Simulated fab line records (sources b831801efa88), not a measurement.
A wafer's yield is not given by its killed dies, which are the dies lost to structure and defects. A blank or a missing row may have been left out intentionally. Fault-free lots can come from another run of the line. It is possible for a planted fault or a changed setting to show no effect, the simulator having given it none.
One fault through the eyes of 2 desks + flow gf180mcu + every desk sees just its own numbers, and what lay behind them comes last

== THE METROLOGY DESK ==
Means of the sampled wafers that have a number, per lot and without regard to the tool the lot ran on: this is what the gauges read. The brackets show how far a lot's mean lies from the usual mean; more than 4 standard deviations puts the lot out of limits, marked OUT.
Columns: A = POLY_GATE_OVL at GF_POLY_GATE_OVL_MEAS_11, usual -3 nm; B = HV_LDD_3_TW at GF_HV_LDD_TW_MEAS_38, usual 1433; C = HV_LDD_RS at GF_HV_LDD_RS_MEAS_53, usual 418.5 ohm/sq; D = HV_LDD_CVD_54_THK at GF_HV_LDD_THK_MEAS_55, usual 10.03 nm; E = SAB_OVL at GF_SAB_OVL_MEAS_10, usual -0.6 nm
| lot  | first seen here | A  | B              | C               | D     | E    |
|------|-----------------|----|----------------|-----------------|-------|------|
| L944 | day 9 04:56     | -4 | 1437           | 417.9           | 9.59  | -0.1 |
| L945 | day 9 11:17     | -6 | 1439           | 419.2           | 10.02 | -0.1 |
| L946 | day 9 19:21     | 3  | 1429           | 419.3           | 9.88  | -0.5 |
| L947 | day 10 02:59    | -8 | 1447           | 418.1           | 10.09 | -1.6 |
| L952 | day 11 15:38    | 6  | 1437           | 419.2           | 10.06 | -1.4 |
| L953 | day 12 01:50    | 3  | 1436           | 418.4           | 9.93  | 0.3  |
| L954 | day 12 10:48    | -4 | 1424           | 419.4           | 9.93  | -0.8 |
| L955 | day 12 15:26    | 4  | 1427           | 418.9           | 9.86  | -0.4 |
| L956 | day 12 21:35    | -2 | 1685 (+29) OUT | 369.4 (-55) OUT | -     | -    |
| L957 | day 13 03:07    | -3 | 1694 (+30) OUT | 368.0 (-56) OUT | -     | -    |
| L958 | day 13 11:17    | -8 | 1424           | 418.9           | 9.81  | -1.2 |
| L959 | day 13 17:11    | -4 | 1700 (+30) OUT | 370.0 (-54) OUT | -     | -    |
| L967 | day 16 04:05    | -8 | 1429           | 419.8           | 10.42 | -0.1 |
Finding of this desk: L956, L957, L959 out of limits, first seen on L956 at day 15 14:32 (HV_LDD_3_TW at GF_HV_LDD_TW_MEAS_38). In limits: L944, L945, L946, L947, L952, L953, L954, L955, L958, L967.

== TOOL OWNER'S DESK, implanter-01 ==
For each lot that ran on this tool, the mean over its sampled wafers that have a number, from the tool's own readings at GF_HV_LDD_IMPLANT_36. The brackets show how far a lot's mean lies from the usual mean; more than 4 standard deviations puts the lot out of limits, marked OUT.
Columns: A = beamOnS at GF_HV_LDD_IMPLANT_36, usual 10.03 s; B = doseIonsCm2 at GF_HV_LDD_IMPLANT_36, usual 7.501e+12; C = faradayCurrentUA at GF_HV_LDD_IMPLANT_36, usual 42.2
| lot  | first seen here | A     | B                           | C                       |
|------|-----------------|-------|-----------------------------|-------------------------|
| L953 | day 14 15:56    | 10.13 | 7.506e+12                   | 41.8                    |
| L954 | day 15 01:19    | 10.07 | 7.496e+12                   | 41.9                    |
| L955 | day 15 07:11    | 9.90  | 7.510e+12                   | 42.7                    |
| L956 | day 15 14:18    | 10.20 | 2.907e+13 (+99 or more) OUT | 160.7 (+99 or more) OUT |
| L957 | day 15 21:50    | 10.05 | 2.908e+13 (+99 or more) OUT | 163.3 (+99 or more) OUT |
| L959 | day 16 12:02    | 9.99  | 2.908e+13 (+99 or more) OUT | 164.3 (+99 or more) OUT |
This desk's finding: out of limits on L956, L957, L959; first on L956, day 15 14:18 (doseIonsCm2 at GF_HV_LDD_IMPLANT_36). In limits: L953, L954, L955.

== ALL TOGETHER ==
An alarm could have come from the tool owner's desk at day 15 14:18, on L956, L957, L959.
On L956, L957, L959, the metrology desk was in a position to raise an alarm at day 15 14:32.
All the named lots went through GF_HV_LDD_IMPLANT_36 on implanter-01.

== WHAT WAS PUT IN BY THE SIMULATOR ==
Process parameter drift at GF_HV_LDD_IMPLANT_36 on implanter-01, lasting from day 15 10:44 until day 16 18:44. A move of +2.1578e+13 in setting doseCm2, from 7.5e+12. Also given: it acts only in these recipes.
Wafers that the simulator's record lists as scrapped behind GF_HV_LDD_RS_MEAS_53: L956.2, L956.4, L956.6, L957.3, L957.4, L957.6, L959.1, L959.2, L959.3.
Lots struck among those shown: L956, L957, L959.
Hours from the fault's start to each desk's first reading out of limits: the tool owner's desk, 4; the metrology desk, 4.
